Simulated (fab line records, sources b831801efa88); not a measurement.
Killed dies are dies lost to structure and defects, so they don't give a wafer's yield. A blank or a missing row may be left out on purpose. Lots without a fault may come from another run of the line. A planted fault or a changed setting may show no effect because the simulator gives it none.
One fault seen from 2 desks | flow gf180mcu | each desk has only its own numbers; what lay behind them comes last

THE METROLOGY DESK
What the gauges read, lot by lot, whatever tool the lot ran on: means of the sampled wafers that have a number. A lot is out of limits, marked OUT, if its mean lies more than 4 standard deviations from the usual mean; the brackets give that distance.
Columns: A = V2_BOW at GF_V2_BOW_MEAS_05, usual 99 um
lot  | first seen here | A
L456 | day 19 07:23    | 99
L457 | day 19 15:52    | 98
L462 | day 21 22:42    | 98
L464 | day 22 09:10    | 108
L465 | day 22 21:51    | 101
L466 | day 23 07:54    | 95
L467 | day 23 16:15    | 94
L468 | day 24 00:04    | 100
L469 | day 24 03:19    | 96
L470 | day 24 11:58    | 101
L474 | day 25 15:14    | 107
L477 | day 26 15:37    | 100
L478 | day 26 20:45    | 90
This desk's finding: nothing out of limits on any of the 13 lots.

THE TOOL OWNER'S DESK: cmp-02
The tool's own readings at GF_V2_CMP_26 (polishes, stops on SiO2, t overpolish 15 s, target thk 0 nm): means of the sampled wafers that have a number, for each lot that ran on this tool. A lot is out of limits, marked OUT, if its mean lies more than 4 standard deviations from the usual mean; the brackets give that distance.
Columns: A = motor_current_A at GF_V2_CMP_26, usual 10.6 A; B = overpolish_run_s at GF_V2_CMP_26, usual 14.999 s; C = time_to_endpoint_s at GF_V2_CMP_26, usual 85 s
lot  | first seen here | A    | B                        | C
L456 | day 20 09:52    | 10.0 | 14.997                   | 81
L457 | day 20 17:19    | 10.4 | 15.002                   | 82
L465 | day 23 22:13    | 10.1 | 15.003                   | 83
L468 | day 24 22:42    | 10.5 | 14.993                   | 86
L470 | day 25 11:13    | 10.1 | 14.995                   | 87
L474 | day 26 14:18    | 10.4 | 14.993                   | 85
L477 | day 27 13:17    | 10.5 | 16.287 (+99 or more) OUT | 84
L478 | day 27 19:15    | 10.2 | 16.274 (+99 or more) OUT | 89
This desk's finding: out of limits on L477, L478; first on L477, day 27 13:17 (overpolish_run_s at GF_V2_CMP_26). In limits: L456, L457, L465, L468, L470, L474.

PUT TOGETHER
The tool owner's desk could have raised an alarm at day 27 13:17, on L477, L478.
The metrology desk saw nothing out of limits.
The metrology desk has L477, L478 on record, within its limits.
Of the lots named, all ran GF_V2_CMP_26 on cmp-02.

WHAT THE SIMULATOR HAD PUT IN
Process parameter drift: cmp-02, from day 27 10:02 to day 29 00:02, at GF_V2_CMP_26. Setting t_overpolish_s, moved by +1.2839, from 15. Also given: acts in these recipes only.
Lots struck among those shown: L477, L478.
Hours from the fault's start to each desk's first reading out of limits: the tool owner's desk, 3.
